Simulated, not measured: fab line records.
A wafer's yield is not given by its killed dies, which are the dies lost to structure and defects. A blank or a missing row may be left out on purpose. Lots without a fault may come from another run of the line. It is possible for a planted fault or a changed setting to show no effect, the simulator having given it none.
The tool behind it: which one? -- flow gf180mcu -- 72 wafers from 24 lots sampled at 6 of the route's 602 steps

WHAT THE GAUGES READ, wafer by wafer
GF_V4_RS_MEAS_24: the measuring method here is four-point-probe. Usual: V4_W_RS gives 0.3266 ohm/sq (standard deviation 0.0029).
lot,measured,on,V4_W_RS (ohm/sq),flag
L075,day 24 15:37,film-metro-03,0.3330 0.3316 0.3263,
L074,day 24 21:12,film-metro-03,0.3279 0.3281 0.3275,
L076,day 25 05:38,film-metro-03,0.3295 0.3311 0.3280,
L077,day 25 12:53,film-metro-01,0.3238 0.3276 0.3290,
L078,day 25 14:09,film-metro-01,0.3286 0.3275 0.3248,
L079,day 26 00:44,film-metro-02,0.3274 0.3256 0.3243,
L080,day 26 08:04,film-metro-03,0.3304 0.3286 0.3328,
L081,day 26 17:31,film-metro-03,0.3276 0.3299 0.3287,
L082,day 27 01:07,film-metro-02,0.3316 0.3263 0.3273,
L083,day 27 08:13,film-metro-02,0.3263 0.3316 0.3285,
L084,day 27 14:32,film-metro-01,0.3247 0.3245 0.3238,
L085,day 27 23:34,film-metro-03,0.3258 0.3265 0.3279,
L086,day 28 00:14,film-metro-02,0.3324 0.3277 0.3297,
L087,day 28 22:22,film-metro-01,0.3266 0.3292 0.3287,
L088,day 29 01:01,film-metro-03,0.3280 0.3272 0.3255,
L089,day 29 07:00,film-metro-03,0.3275 0.3285 0.3298,
L090,day 29 12:17,film-metro-02,0.3213 0.3277 0.3265,
L091,day 30 09:37,film-metro-03,0.3270 0.3250 0.3245,
L092,day 30 19:56,film-metro-02,0.3309 0.3223 0.3255,
L093,day 30 19:10,film-metro-03,0.3235 0.3218 0.3233,
L095,day 31 04:05,film-metro-01,0.3228 0.3239 0.3318,
L094,day 31 10:20,film-metro-03,0.3303 0.3298 0.3236,
L096,day 31 14:32,film-metro-03,0.3225 0.3202 0.3233,
L097,day 31 20:04,film-metro-03,0.3230 0.3218 0.3266,

GF_V5_THK_MEAS_01. Usual: V5_CVD_00_THK gives 301 nm (standard deviation 4.5).
lot,measured,on,V5_CVD_00_THK (nm),flag
L075,day 26 11:38,film-metro-04,298 299 297,
L074,day 26 17:51,film-metro-03,304 308 305,
L076,day 27 02:33,film-metro-02,296 298 299,
L077,day 27 08:18,film-metro-04,302 305 303,
L078,day 27 10:38,film-metro-04,304 299 301,
L079,day 27 20:58,film-metro-04,310 304 300,
L080,day 28 03:12,film-metro-02,303 301 306,
L081,day 28 11:51,film-metro-04,298 294 297,
L082,day 28 18:30,film-metro-04,311 305 307,
L083,day 29 03:17,film-metro-04,298 300 295,
L084,day 29 07:25,film-metro-02,300 297 300,
L085,day 29 15:55,film-metro-02,304 308 302,
L086,day 29 16:31,film-metro-03,304 305 303,
L087,day 30 13:34,film-metro-02,295 293 299,
L088,day 30 17:09,film-metro-04,307 306 304,
L089,day 30 20:39,film-metro-04,297 294 295,
L090,day 31 03:00,film-metro-04,297 296 296,
L091,day 31 21:55,film-metro-04,305 304 306,
L092,day 32 08:43,film-metro-04,297 303 298,
L093,day 32 08:22,film-metro-04,300 311 298,
L095,day 32 16:11,film-metro-03,300 299 299,
L094,day 32 21:33,film-metro-04,303 306 305,
L096,day 33 01:56,film-metro-02,299 300 301,
L097,day 33 06:24,film-metro-04,295 297 295,

EACH LOT AND THE TOOL THAT RAN IT (in order: tool; ch and the chambers of the sampled wafers; start)
lot,GF_M2_SPUTTER_03,GF_M2_STRIP_17,GF_MIM_SPUTTER_00,GF_M5_METAL_ETCH_10
L075,"pvd-sputter-04, day 18 14:10","plasma-asher-03 ch 0,1, day 19 13:55","pvd-sputter-03, day 24 16:02","rie-metal-01 ch 0,1, day 26 10:57"
L074,"pvd-sputter-01, day 18 18:03","plasma-asher-04 ch 0,1, day 19 17:10","pvd-sputter-01, day 24 21:47","rie-metal-01 ch 0, day 26 17:10"
L076,"pvd-sputter-01, day 19 02:11","plasma-asher-04 ch 0,1, day 20 02:19","pvd-sputter-03, day 25 06:07","rie-metal-02 ch 0,1, day 27 01:52"
L077,"pvd-sputter-01, day 19 10:21","plasma-asher-03 ch 0,1, day 20 10:46","pvd-sputter-03, day 25 13:22","rie-metal-01 ch 0,1, day 27 07:35"
L078,"pvd-sputter-03, day 19 13:16","plasma-asher-04 ch 0,1, day 20 13:07","pvd-sputter-03, day 25 14:38","rie-metal-03 ch 0,1, day 27 09:55"
L079,"pvd-sputter-03, day 20 00:57","plasma-asher-04 ch 0,1, day 21 00:52","pvd-sputter-02, day 26 01:11","rie-metal-03 ch 0,1, day 27 20:16"
L080,"pvd-sputter-03, day 20 06:46","plasma-asher-02 ch 0,1, day 21 07:25","pvd-sputter-02, day 26 08:33","rie-metal-03 ch 0,1, day 28 02:31"
L081,"pvd-sputter-01, day 20 17:58","plasma-asher-02 ch 0,1, day 21 18:07","pvd-sputter-03, day 26 18:00","rie-metal-01 ch 0,1, day 28 11:10"
L082,"pvd-sputter-01, day 21 02:32","plasma-asher-04 ch 0,1, day 22 02:15","pvd-sputter-03, day 27 01:33","rie-metal-01 ch 0,1, day 28 17:47"
L083,"pvd-sputter-03, day 21 10:31","plasma-asher-02 ch 0,1, day 22 10:29","pvd-sputter-01, day 27 08:47","rie-metal-02 ch 0, day 29 02:31"
L084,"pvd-sputter-03, day 21 18:25","plasma-asher-03 ch 0,1, day 22 18:04","pvd-sputter-02, day 27 14:59","rie-metal-01 ch 0,1, day 29 06:41"
L085,"pvd-sputter-03, day 22 04:10","plasma-asher-04 ch 0,1, day 23 03:32","pvd-sputter-03, day 28 00:00","rie-metal-03 ch 0,1, day 29 15:14"
L086,"pvd-sputter-04, day 22 04:55","plasma-asher-04 ch 0,1, day 23 04:29","pvd-sputter-01, day 28 00:42","rie-metal-02 ch 0, day 29 15:19"
L087,"pvd-sputter-03, day 23 05:32","plasma-asher-02 ch 0,1, day 24 04:19","pvd-sputter-01, day 28 22:51","rie-metal-02 ch 0,1, day 30 12:52"
L088,"pvd-sputter-04, day 23 11:08","plasma-asher-02 ch 0,1, day 24 09:40","pvd-sputter-01, day 29 01:29","rie-metal-03 ch 1, day 30 16:28"
L089,"pvd-sputter-01, day 23 17:12","plasma-asher-04 ch 0,1, day 24 15:54","pvd-sputter-03, day 29 07:25","rie-metal-02 ch 0,1, day 30 19:57"
L090,"pvd-sputter-01, day 24 01:13","plasma-asher-03 ch 1, day 24 22:43","pvd-sputter-03, day 29 12:46","rie-metal-02 ch 1, day 31 02:11"
L091,"pvd-sputter-03, day 25 01:02","plasma-asher-03 ch 0,1, day 25 22:17","pvd-sputter-03, day 30 10:19","rie-metal-01 ch 0,1, day 31 21:13"
L092,"pvd-sputter-01, day 25 10:47","plasma-asher-04 ch 0,1, day 26 08:10","pvd-sputter-02, day 30 20:25","rie-metal-01 ch 0,1, day 32 07:59"
L093,"pvd-sputter-04, day 25 11:05","plasma-asher-03 ch 0,1, day 26 08:21","pvd-sputter-03, day 30 19:39","rie-metal-03 ch 0,1, day 32 07:38"
L095,"pvd-sputter-04, day 25 22:08","plasma-asher-04 ch 0, day 26 18:30","pvd-sputter-01, day 31 04:32","rie-metal-03 ch 0,1, day 32 15:28"
L094,"pvd-sputter-03, day 26 05:43","plasma-asher-02 ch 0,1, day 27 03:10","pvd-sputter-03, day 31 10:50","rie-metal-01 ch 0,1, day 32 20:46"
L096,"pvd-sputter-04, day 26 10:40","plasma-asher-04 ch 0,1, day 27 08:12","pvd-sputter-02, day 31 15:01","rie-metal-02 ch 1, day 33 00:42"
L097,"pvd-sputter-04, day 26 17:31","plasma-asher-04 ch 0,1, day 27 14:04","pvd-sputter-03, day 31 20:32","rie-metal-02 ch 1, day 33 05:33"
- GF_M2_SPUTTER_03: material Ti, target thk 10 nm, time 6.7 s.
- GF_M2_STRIP_17: strips in O2/N2.
- GF_MIM_SPUTTER_00: material Ti, target thk 37.5 nm, time 150 s.
- GF_M5_METAL_ETCH_10: etches the open film in Cl2/BCl3, stops on SiO2, target depth 627.5 nm, time 104.6 s.

AS READ BY THE TOOLS THEMSELVES (means over the sampled wafers that have a number; for cases with no such wafer, the mark the record gives instead)
GF_M2_SPUTTER_03. Usual: throttle-valve-pct reads 30.2 % (standard deviation 1.6).
lot,tool,throttle-valve-pct (%),flag
L075,pvd-sputter-04,29.8,
L074,pvd-sputter-01,30.7,
L076,pvd-sputter-01,33.0,
L077,pvd-sputter-01,31.9,
L078,pvd-sputter-03,28.9,
L079,pvd-sputter-03,28.1,
L080,pvd-sputter-03,30.2,
L081,pvd-sputter-01,31.0,
L082,pvd-sputter-01,31.9,
L083,pvd-sputter-03,29.7,
L084,pvd-sputter-03,29.9,
L085,pvd-sputter-03,29.2,
L086,pvd-sputter-04,29.7,
L087,pvd-sputter-03,29.0,
L088,pvd-sputter-04,29.5,
L089,pvd-sputter-01,32.3,
L090,pvd-sputter-01,30.9,
L091,pvd-sputter-03,28.0,
L092,pvd-sputter-01,31.3,
L093,pvd-sputter-04,29.6,
L095,pvd-sputter-04,29.3,
L094,pvd-sputter-03,30.1,
L096,pvd-sputter-04,29.0,
L097,pvd-sputter-04,29.8,

GF_M2_STRIP_17. Usual: drypump-motor-current-A 5.8 A, standard deviation 0.35; heater-power-w 336 W, standard deviation 41; oes-product-au 0.558 a.u., standard deviation 0.005; strip-time-to-endpoint-s 7.88 s, standard deviation 0.043.
lot,tool,drypump-motor-current-A (A),heater-power-w (W),oes-product-au (a.u.),strip-time-to-endpoint-s (s),flag
L075,plasma-asher-03,6.3,308,0.558,7.91,
L074,plasma-asher-04,5.7,375,0.554,7.84,
L076,plasma-asher-04,5.6,337,0.562,7.86,
L077,plasma-asher-03,6.4,312,0.555,7.89,
L078,plasma-asher-04,5.7,378,0.558,7.88,
L079,plasma-asher-04,5.7,372,0.558,7.83,
L080,plasma-asher-02,5.6,316,0.563,7.92,
L081,plasma-asher-02,5.4,316,0.557,7.88,
L082,plasma-asher-04,5.7,343,0.556,7.83,
L083,plasma-asher-02,5.6,321,0.547,7.85,
L084,plasma-asher-03,6.1,312,0.561,7.82,
L085,plasma-asher-04,5.7,370,0.556,7.89,
L086,plasma-asher-04,5.7,339,0.556,7.85,
L087,plasma-asher-02,5.4,324,0.559,7.92,
L088,plasma-asher-02,5.4,322,0.558,7.95,
L089,plasma-asher-04,5.7,372,0.561,7.89,
L090,plasma-asher-03,6.5,303,0.562,7.92,
L091,plasma-asher-03,6.1,309,0.560,7.90,
L092,plasma-asher-04,5.7,372,0.562,7.88,
L093,plasma-asher-03,6.3,303,0.556,7.92,
L095,plasma-asher-04,5.6,311,0.555,7.83,
L094,plasma-asher-02,5.5,323,0.561,7.96,
L096,plasma-asher-04,5.7,376,0.553,7.84,
L097,plasma-asher-04,5.7,341,0.560,7.86,

GF_MIM_SPUTTER_00. Usual: throttle-valve-pct reads 30.0 % (standard deviation 1.6).
lot,tool,throttle-valve-pct (%),flag
L075,pvd-sputter-03,29.5,
L074,pvd-sputter-01,32.8,
L076,pvd-sputter-03,28.6,
L077,pvd-sputter-03,29.3,
L078,pvd-sputter-03,28.0,
L079,pvd-sputter-02,29.3,
L080,pvd-sputter-02,30.1,
L081,pvd-sputter-03,28.9,
L082,pvd-sputter-03,29.5,
L083,pvd-sputter-01,32.1,
L084,pvd-sputter-02,29.4,
L085,pvd-sputter-03,29.8,
L086,pvd-sputter-01,31.5,
L087,pvd-sputter-01,31.9,
L088,pvd-sputter-01,32.1,
L089,pvd-sputter-03,28.3,
L090,pvd-sputter-03,30.2,
L091,pvd-sputter-03,29.0,
L092,pvd-sputter-02,30.0,
L093,pvd-sputter-03,30.4,
L095,pvd-sputter-01,32.8,
L094,pvd-sputter-03,30.4,
L096,pvd-sputter-02,29.5,
L097,pvd-sputter-03,30.3,

GF_M5_METAL_ETCH_10. Usual: drypump-motor-current-A 5.5 A, standard deviation 0.69; mfc-cl2-sccm 80.06 sccm, standard deviation 0.27; oes-product-au 0.974 a.u., standard deviation 0.0059; throttle-valve-pct 28.247 %, standard deviation 0.0098.
lot,tool,drypump-motor-current-A (A),mfc-cl2-sccm (sccm),oes-product-au (a.u.),throttle-valve-pct (%),flag
L075,rie-metal-01,4.8,80.31,0.971,28.248,
L074,rie-metal-01,4.6,79.68,0.971,28.254,
L076,rie-metal-02,6.4,79.91,0.973,28.251,
L077,rie-metal-01,4.8,80.10,0.977,28.248,
L078,rie-metal-03,5.4,80.29,0.965,28.251,
L079,rie-metal-03,5.5,79.91,0.978,28.235,
L080,rie-metal-03,5.5,79.83,0.970,28.248,
L081,rie-metal-01,5.1,80.07,0.975,28.243,
L082,rie-metal-01,4.8,79.69,0.970,28.259,
L083,rie-metal-02,5.6,80.22,0.978,28.237,
L084,rie-metal-01,4.8,80.24,0.979,28.242,
L085,rie-metal-03,5.3,79.98,0.974,28.260,
L086,rie-metal-02,5.6,80.29,0.978,28.238,
L087,rie-metal-02,6.4,80.04,0.977,28.242,
L088,rie-metal-03,5.8,80.10,0.976,28.249,
L089,rie-metal-02,6.4,80.11,0.976,28.248,
L090,rie-metal-02,6.8,80.27,0.981,28.235,
L091,rie-metal-01,5.1,79.86,0.974,28.238,
L092,rie-metal-01,4.8,79.77,0.968,28.251,
L093,rie-metal-03,5.5,79.96,0.972,28.251,
L095,rie-metal-03,5.3,80.10,0.974,28.245,
L094,rie-metal-01,4.8,80.10,0.975,28.247,
L096,rie-metal-02,6.8,80.10,0.981,28.250,
L097,rie-metal-02,6.8,79.90,0.976,28.250,

THE ANSWER, worked out from the rows above alone
Rule: take the mean of a lot's wafers that have a number; if it is more than 3 standard deviations from the usual mean, the lot is off. A lot without any number at a reading at which 4 lots or more have one is off too. Where the step has rows for the other lots, those lots are counted as sound. After the gauges, taken in route order, come the tools' own readings; for these a lot's mean is taken, as printed above. The first step at which some lot is off is used, and at that step the reading that is off furthest; a lot without a number counts as furthest.
No lot is off on any of the readings shown, so nothing can be concluded from this.

WHAT THE SIMULATOR PUT IN
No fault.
